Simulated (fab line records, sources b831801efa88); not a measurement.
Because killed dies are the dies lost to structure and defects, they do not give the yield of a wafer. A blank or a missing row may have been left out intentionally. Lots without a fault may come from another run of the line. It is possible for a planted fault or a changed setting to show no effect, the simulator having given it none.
What tool caused it? || flow gf180mcu || Sampling: 11 lots, 33 wafers, 7 of 602 route steps

== WHAT THE GAUGES SHOWED, per wafer ==
GF_HV_LDD_OVL_MEAS_47. Usual: for HV_LDD_03_OVL the level is -1.5 nm and the standard deviation is 1.3.
{"lot": "L835", "measured": "day 13 23:11", "on": "overlay-02", "HV_LDD_03_OVL (nm)": "0.9 0.2 -0.8", "flag": ""}
{"lot": "L837", "measured": "day 14 19:52", "on": "overlay-02", "HV_LDD_03_OVL (nm)": "-1.4 -0.7 -1.3", "flag": ""}
{"lot": "L839", "measured": "day 15 12:46", "on": "overlay-01", "HV_LDD_03_OVL (nm)": "-0.9 -1.6 -1.7", "flag": ""}
{"lot": "L840", "measured": "day 15 17:31", "on": "overlay-01", "HV_LDD_03_OVL (nm)": "-0.2 -1.2 -1.7", "flag": ""}
{"lot": "L841", "measured": "day 15 23:59", "on": "overlay-01", "HV_LDD_03_OVL (nm)": "-0.2 1.5 1.3", "flag": ""}
{"lot": "L842", "measured": "day 16 09:35", "on": "overlay-01", "HV_LDD_03_OVL (nm)": "-2.6 -3.3 -2.0", "flag": ""}
{"lot": "L843", "measured": "day 16 17:59", "on": "overlay-02", "HV_LDD_03_OVL (nm)": "-3.2 -1.7 -1.7", "flag": ""}
{"lot": "L844", "measured": "day 17 00:02", "on": "overlay-01", "HV_LDD_03_OVL (nm)": "-3.2 -2.8 -0.4", "flag": ""}
{"lot": "L845", "measured": "day 17 12:48", "on": "overlay-02", "HV_LDD_03_OVL (nm)": "-0.5 -0.9 -0.2", "flag": ""}
{"lot": "L846", "measured": "day 17 19:06", "on": "overlay-02", "HV_LDD_03_OVL (nm)": "-3.6 -1.6 -1.5", "flag": ""}
{"lot": "L851", "measured": "day 19 09:11", "on": "overlay-02", "HV_LDD_03_OVL (nm)": "-1.5 -2.3 -1.2", "flag": ""}

GF_PSD_OVL_MEAS_08. Usual: for PSD_OVL the level is 0.3 nm and the standard deviation is 1.4.
{"lot": "L835", "measured": "day 15 21:23", "on": "overlay-01", "PSD_OVL (nm)": "0.8 -0.4 0.5", "flag": ""}
{"lot": "L837", "measured": "day 16 21:10", "on": "overlay-01", "PSD_OVL (nm)": "0.7 0.0 0.2", "flag": ""}
{"lot": "L839", "measured": "day 17 12:37", "on": "overlay-02", "PSD_OVL (nm)": "2.4 2.3 3.2", "flag": ""}
{"lot": "L840", "measured": "day 17 18:32", "on": "overlay-02", "PSD_OVL (nm)": "-1.5 -0.9 1.1", "flag": ""}
{"lot": "L841", "measured": "day 18 01:23", "on": "overlay-02", "PSD_OVL (nm)": "1.2 0.3 1.6", "flag": ""}
{"lot": "L842", "measured": "day 18 10:23", "on": "overlay-02", "PSD_OVL (nm)": "-0.2 -3.0 -1.4", "flag": ""}
{"lot": "L843", "measured": "day 18 19:37", "on": "overlay-02", "PSD_OVL (nm)": "-1.9 -2.0 -2.0", "flag": ""}
{"lot": "L844", "measured": "day 19 01:39", "on": "overlay-01", "PSD_OVL (nm)": "-0.1 0.7 0.2", "flag": ""}
{"lot": "L845", "measured": "day 19 15:59", "on": "overlay-02", "PSD_OVL (nm)": "0.2 -1.0 -0.7", "flag": ""}
{"lot": "L846", "measured": "day 19 22:15", "on": "overlay-02", "PSD_OVL (nm)": "0.2 -0.4 0.6", "flag": ""}
{"lot": "L851", "measured": "day 21 13:38", "on": "overlay-01", "PSD_OVL (nm)": "1.7 2.1 1.5", "flag": ""}

GF_PSD_TW_MEAS_11. Usual: for PSD_TW the level is 3187 and the standard deviation is 27.
{"lot": "L835", "measured": "day 15 21:41", "on": "film-metro-04", "PSD_TW": "3197 3203 3185", "flag": ""}
{"lot": "L837", "measured": "day 16 21:27", "on": "film-metro-04", "PSD_TW": "3214 3203 3219", "flag": ""}
{"lot": "L839", "measured": "day 17 12:55", "on": "film-metro-01", "PSD_TW": "3144 3133 3146", "flag": ""}
{"lot": "L840", "measured": "day 17 18:50", "on": "film-metro-02", "PSD_TW": "3188 3188 3186", "flag": ""}
{"lot": "L841", "measured": "day 18 01:40", "on": "film-metro-01", "PSD_TW": "3145 3145 3137", "flag": ""}
{"lot": "L842", "measured": "day 18 10:40", "on": "film-metro-02", "PSD_TW": "2717 2705 2697", "flag": "OFF"}
{"lot": "L843", "measured": "day 18 19:54", "on": "film-metro-04", "PSD_TW": "3203 3219 3218", "flag": ""}
{"lot": "L844", "measured": "day 19 01:56", "on": "film-metro-02", "PSD_TW": "3200 3186 3172", "flag": ""}
{"lot": "L845", "measured": "day 19 16:16", "on": "film-metro-01", "PSD_TW": "2739 2731 2730", "flag": "OFF"}
{"lot": "L846", "measured": "day 19 22:32", "on": "film-metro-01", "PSD_TW": "3169 3176 3165", "flag": ""}
{"lot": "L851", "measured": "day 21 13:55", "on": "film-metro-04", "PSD_TW": "3222 3205 3226", "flag": ""}

GF_PSD_RS_MEAS_14: uses a four-point probe to measure. Usual: for NSD_RS the level is 46.19 ohm/sq and the standard deviation is 0.087.
{"lot": "L835", "measured": "day 15 21:54", "on": "film-metro-01", "NSD_RS (ohm/sq)": "46.34 46.34 46.27", "flag": ""}
{"lot": "L837", "measured": "day 16 21:38", "on": "film-metro-02", "NSD_RS (ohm/sq)": "46.00 46.19 46.00", "flag": ""}
{"lot": "L839", "measured": "day 17 13:07", "on": "film-metro-04", "NSD_RS (ohm/sq)": "46.27 46.25 46.30", "flag": ""}
{"lot": "L840", "measured": "day 17 19:01", "on": "film-metro-01", "NSD_RS (ohm/sq)": "46.15 46.14 46.17", "flag": ""}
{"lot": "L841", "measured": "day 18 01:52", "on": "film-metro-01", "NSD_RS (ohm/sq)": "46.19 46.17 46.33", "flag": ""}
{"lot": "L842", "measured": "day 18 10:52", "on": "film-metro-01", "NSD_RS (ohm/sq)": "46.22 46.21 46.23", "flag": ""}
{"lot": "L843", "measured": "day 18 20:05", "on": "film-metro-02", "NSD_RS (ohm/sq)": "46.04 46.08 45.99", "flag": ""}
{"lot": "L844", "measured": "day 19 02:19", "on": "film-metro-02", "NSD_RS (ohm/sq)": "46.06 45.98 46.05", "flag": ""}
{"lot": "L845", "measured": "day 19 16:29", "on": "film-metro-04", "NSD_RS (ohm/sq)": "46.15 46.19 46.05", "flag": ""}
{"lot": "L846", "measured": "day 19 22:44", "on": "film-metro-04", "NSD_RS (ohm/sq)": "46.03 46.18 46.10", "flag": ""}
{"lot": "L851", "measured": "day 21 14:07", "on": "film-metro-02", "NSD_RS (ohm/sq)": "46.22 46.14 46.19", "flag": ""}

GF_PSD_RS_MEAS_15: uses a four-point probe to measure. Usual: for PSD_RS the level is 108.69 ohm/sq and the standard deviation is 0.28.
{"lot": "L835", "measured": "day 15 22:01", "on": "film-metro-01", "PSD_RS (ohm/sq)": "108.76 108.98 108.90", "flag": ""}
{"lot": "L837", "measured": "day 16 21:46", "on": "film-metro-02", "PSD_RS (ohm/sq)": "108.54 108.34 108.43", "flag": ""}
{"lot": "L839", "measured": "day 17 13:14", "on": "film-metro-04", "PSD_RS (ohm/sq)": "108.92 108.74 108.72", "flag": ""}
{"lot": "L840", "measured": "day 17 19:08", "on": "film-metro-01", "PSD_RS (ohm/sq)": "108.97 108.96 108.81", "flag": ""}
{"lot": "L841", "measured": "day 18 01:59", "on": "film-metro-01", "PSD_RS (ohm/sq)": "108.52 108.81 108.46", "flag": ""}
{"lot": "L842", "measured": "day 18 10:59", "on": "film-metro-01", "PSD_RS (ohm/sq)": "161.11 161.25 161.55", "flag": "OFF"}
{"lot": "L843", "measured": "day 18 20:13", "on": "film-metro-02", "PSD_RS (ohm/sq)": "108.46 108.43 108.38", "flag": ""}
{"lot": "L844", "measured": "day 19 02:26", "on": "film-metro-02", "PSD_RS (ohm/sq)": "108.38 108.05 108.64", "flag": ""}
{"lot": "L845", "measured": "day 19 16:36", "on": "film-metro-04", "PSD_RS (ohm/sq)": "159.33 160.08 160.08", "flag": "OFF"}
{"lot": "L846", "measured": "day 19 22:51", "on": "film-metro-04", "PSD_RS (ohm/sq)": "107.97 108.35 108.28", "flag": ""}
{"lot": "L851", "measured": "day 21 14:14", "on": "film-metro-02", "PSD_RS (ohm/sq)": "108.86 108.69 108.47", "flag": ""}

== WHAT TOOL EACH LOT RAN ON (gives the tool, then ch and the chambers of the sampled wafers, and finally the start) ==
{"lot": "L835", "GF_PSD_IMPLANT_09": "implanter-01 ch 0, day 15 21:28", "GF_PSD_STRIP_10": "plasma-asher-04 ch 0,1, day 15 21:36"}
{"lot": "L837", "GF_PSD_IMPLANT_09": "implanter-02 ch 0, day 16 21:12", "GF_PSD_STRIP_10": "plasma-asher-04 ch 0,1, day 16 21:21"}
{"lot": "L839", "GF_PSD_IMPLANT_09": "implanter-01 ch 0, day 17 12:41", "GF_PSD_STRIP_10": "plasma-asher-04 ch 0,1, day 17 12:49"}
{"lot": "L840", "GF_PSD_IMPLANT_09": "implanter-01 ch 0, day 17 18:35", "GF_PSD_STRIP_10": "plasma-asher-02 ch 0,1, day 17 18:44"}
{"lot": "L841", "GF_PSD_IMPLANT_09": "implanter-04 ch 0, day 18 01:25", "GF_PSD_STRIP_10": "plasma-asher-02 ch 0,1, day 18 01:34"}
{"lot": "L842", "GF_PSD_IMPLANT_09": "implanter-01 ch 0, day 18 10:25", "GF_PSD_STRIP_10": "plasma-asher-03 ch 0,1, day 18 10:34"}
{"lot": "L843", "GF_PSD_IMPLANT_09": "implanter-02 ch 0, day 18 19:39", "GF_PSD_STRIP_10": "plasma-asher-04 ch 0,1, day 18 19:48"}
{"lot": "L844", "GF_PSD_IMPLANT_09": "implanter-04 ch 0, day 19 01:41", "GF_PSD_STRIP_10": "plasma-asher-04 ch 0, day 19 01:50"}
{"lot": "L845", "GF_PSD_IMPLANT_09": "implanter-01 ch 0, day 19 16:02", "GF_PSD_STRIP_10": "plasma-asher-02 ch 0,1, day 19 16:10"}
{"lot": "L846", "GF_PSD_IMPLANT_09": "implanter-02 ch 0, day 19 22:17", "GF_PSD_STRIP_10": "plasma-asher-02 ch 0,1, day 19 22:26"}
{"lot": "L851", "GF_PSD_IMPLANT_09": "implanter-04 ch 0, day 21 13:40", "GF_PSD_STRIP_10": "plasma-asher-03 ch 0,1, day 21 13:49"}
- GF_PSD_IMPLANT_09
- GF_PSD_STRIP_10: strips in O2/N2.

== AS READ BY THE TOOLS THEMSELVES (means over the sampled wafers that have a number; for cases with no such wafer, the mark the record gives instead) ==
GF_PSD_IMPLANT_09. Usual: dose-ions-cm2 1.5002e+15, standard deviation 1.7e+12; end-station-pressure-torr 1.18e-05 Torr, standard deviation 5.9e-07; faraday-current-uA 8256, standard deviation 160.
{"lot": "L835", "tool": "implanter-01", "dose-ions-cm2": 1.4999e+15, "end-station-pressure-torr (Torr)": 1.18e-05, "faraday-current-uA": 8002, "flag": ""}
{"lot": "L837", "tool": "implanter-02", "dose-ions-cm2": 1.4968e+15, "end-station-pressure-torr (Torr)": 1.20e-05, "faraday-current-uA": 8400, "flag": ""}
{"lot": "L839", "tool": "implanter-01", "dose-ions-cm2": 1.4985e+15, "end-station-pressure-torr (Torr)": 1.15e-05, "faraday-current-uA": 8374, "flag": ""}
{"lot": "L840", "tool": "implanter-01", "dose-ions-cm2": 1.4994e+15, "end-station-pressure-torr (Torr)": 1.22e-05, "faraday-current-uA": 8201, "flag": ""}
{"lot": "L841", "tool": "implanter-04", "dose-ions-cm2": 1.5001e+15, "end-station-pressure-torr (Torr)": 1.15e-05, "faraday-current-uA": 8194, "flag": ""}
{"lot": "L842", "tool": "implanter-01", "dose-ions-cm2": 7.7810e+14, "end-station-pressure-torr (Torr)": 8.17e-06, "faraday-current-uA": 4335, "flag": "OFF"}
{"lot": "L843", "tool": "implanter-02", "dose-ions-cm2": 1.5014e+15, "end-station-pressure-torr (Torr)": 1.20e-05, "faraday-current-uA": 8405, "flag": ""}
{"lot": "L844", "tool": "implanter-04", "dose-ions-cm2": 1.5007e+15, "end-station-pressure-torr (Torr)": 1.17e-05, "faraday-current-uA": 8176, "flag": ""}
{"lot": "L845", "tool": "implanter-01", "dose-ions-cm2": 7.7933e+14, "end-station-pressure-torr (Torr)": 8.57e-06, "faraday-current-uA": 4306, "flag": "OFF"}
{"lot": "L846", "tool": "implanter-02", "dose-ions-cm2": 1.5008e+15, "end-station-pressure-torr (Torr)": 1.16e-05, "faraday-current-uA": 8207, "flag": ""}
{"lot": "L851", "tool": "implanter-04", "dose-ions-cm2": 1.5013e+15, "end-station-pressure-torr (Torr)": 1.13e-05, "faraday-current-uA": 8182, "flag": ""}

GF_PSD_STRIP_10. Usual: drypump-motor-current-A 5.6 A, standard deviation 0.5; heater-power-w 361 W, standard deviation 37; oes-product-au 0.592 a.u., standard deviation 0.0044; platen-temp-c 249.99 C, standard deviation 0.18; strip-time-to-endpoint-s 16.50 s, standard deviation 0.043.
{"lot": "L835", "tool": "plasma-asher-04", "drypump-motor-current-A (A)": 5.3, "heater-power-w (W)": 341, "oes-product-au (a.u.)": 0.589, "platen-temp-c (C)": 249.93, "strip-time-to-endpoint-s (s)": 16.49, "flag": ""}
{"lot": "L837", "tool": "plasma-asher-04", "drypump-motor-current-A (A)": 5.5, "heater-power-w (W)": 333, "oes-product-au (a.u.)": 0.589, "platen-temp-c (C)": 249.98, "strip-time-to-endpoint-s (s)": 16.51, "flag": ""}
{"lot": "L839", "tool": "plasma-asher-04", "drypump-motor-current-A (A)": 5.3, "heater-power-w (W)": 341, "oes-product-au (a.u.)": 0.589, "platen-temp-c (C)": 250.06, "strip-time-to-endpoint-s (s)": 16.54, "flag": ""}
{"lot": "L840", "tool": "plasma-asher-02", "drypump-motor-current-A (A)": 6.2, "heater-power-w (W)": 345, "oes-product-au (a.u.)": 0.584, "platen-temp-c (C)": 249.86, "strip-time-to-endpoint-s (s)": 16.46, "flag": ""}
{"lot": "L841", "tool": "plasma-asher-02", "drypump-motor-current-A (A)": 6.2, "heater-power-w (W)": 342, "oes-product-au (a.u.)": 0.592, "platen-temp-c (C)": 249.97, "strip-time-to-endpoint-s (s)": 16.58, "flag": ""}
{"lot": "L842", "tool": "plasma-asher-03", "drypump-motor-current-A (A)": 5.5, "heater-power-w (W)": 397, "oes-product-au (a.u.)": 0.637, "platen-temp-c (C)": 250.02, "strip-time-to-endpoint-s (s)": 14.50, "flag": "OFF"}
{"lot": "L843", "tool": "plasma-asher-04", "drypump-motor-current-A (A)": 5.3, "heater-power-w (W)": 339, "oes-product-au (a.u.)": 0.592, "platen-temp-c (C)": 249.85, "strip-time-to-endpoint-s (s)": 16.59, "flag": ""}
{"lot": "L844", "tool": "plasma-asher-04", "drypump-motor-current-A (A)": 5.7, "heater-power-w (W)": 330, "oes-product-au (a.u.)": 0.594, "platen-temp-c (C)": 249.97, "strip-time-to-endpoint-s (s)": 16.48, "flag": ""}
{"lot": "L845", "tool": "plasma-asher-02", "drypump-motor-current-A (A)": 6.2, "heater-power-w (W)": 340, "oes-product-au (a.u.)": 0.640, "platen-temp-c (C)": 250.00, "strip-time-to-endpoint-s (s)": 14.54, "flag": "OFF"}
{"lot": "L846", "tool": "plasma-asher-02", "drypump-motor-current-A (A)": 6.3, "heater-power-w (W)": 342, "oes-product-au (a.u.)": 0.591, "platen-temp-c (C)": 250.24, "strip-time-to-endpoint-s (s)": 16.47, "flag": ""}
{"lot": "L851", "tool": "plasma-asher-03", "drypump-motor-current-A (A)": 5.5, "heater-power-w (W)": 403, "oes-product-au (a.u.)": 0.596, "platen-temp-c (C)": 249.98, "strip-time-to-endpoint-s (s)": 16.53, "flag": ""}

== THE ANSWER, worked out from the rows above alone ==
Rule: a lot counts as off when the mean over its wafers that have a number is more than 3 standard deviations away from the usual mean. Also off: a lot with no number at a reading for which 4 or more lots have one. Any other lot the step has rows for is counted as sound. First the gauges in route order, then the tools' own readings, where a lot's mean is used as printed above. At the first step where some lot is off, the reading lying furthest off is the one used; lots without a number count as furthest.
Off: at GF_PSD_TW_MEAS_11 (PSD_TW), L842, L845.
If a tool, at a process step before that reading, ran all the lots that are off and no sound lot after the first of them, it fits. Not tried: the gauges at GF_PSD_TW_MEAS_11; whatever is off there is also off at GF_PSD_IMPLANT_09, on other tools, and gauge error can't account for it. One candidate fits, namely implanter-01 at GF_PSD_IMPLANT_09. A fault onset in the window from L840 (day 17 18:35, its last sound lot) to L842 (day 18 10:25, its first lot off) fits.
The tool's own readings at GF_PSD_IMPLANT_09 bear it out: on the lots that are off they differ by more than 5 times the standard deviation of the sound lots' means. dose-ions-cm2 reads 7.7872e+14 there against 1.4999e+15 on the sound lots; end-station-pressure-torr reads 8.37e-06 Torr there against 1.17e-05 Torr on the sound lots; faraday-current-uA reads 4320 there against 8238 on the sound lots.

== WHAT WAS PUT IN BY THE SIMULATOR ==
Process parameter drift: implanter-01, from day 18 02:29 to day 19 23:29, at GF_PSD_IMPLANT_09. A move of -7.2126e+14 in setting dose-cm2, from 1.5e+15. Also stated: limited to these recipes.
Lots struck among those shown: L842, L845. The rule above found the same.
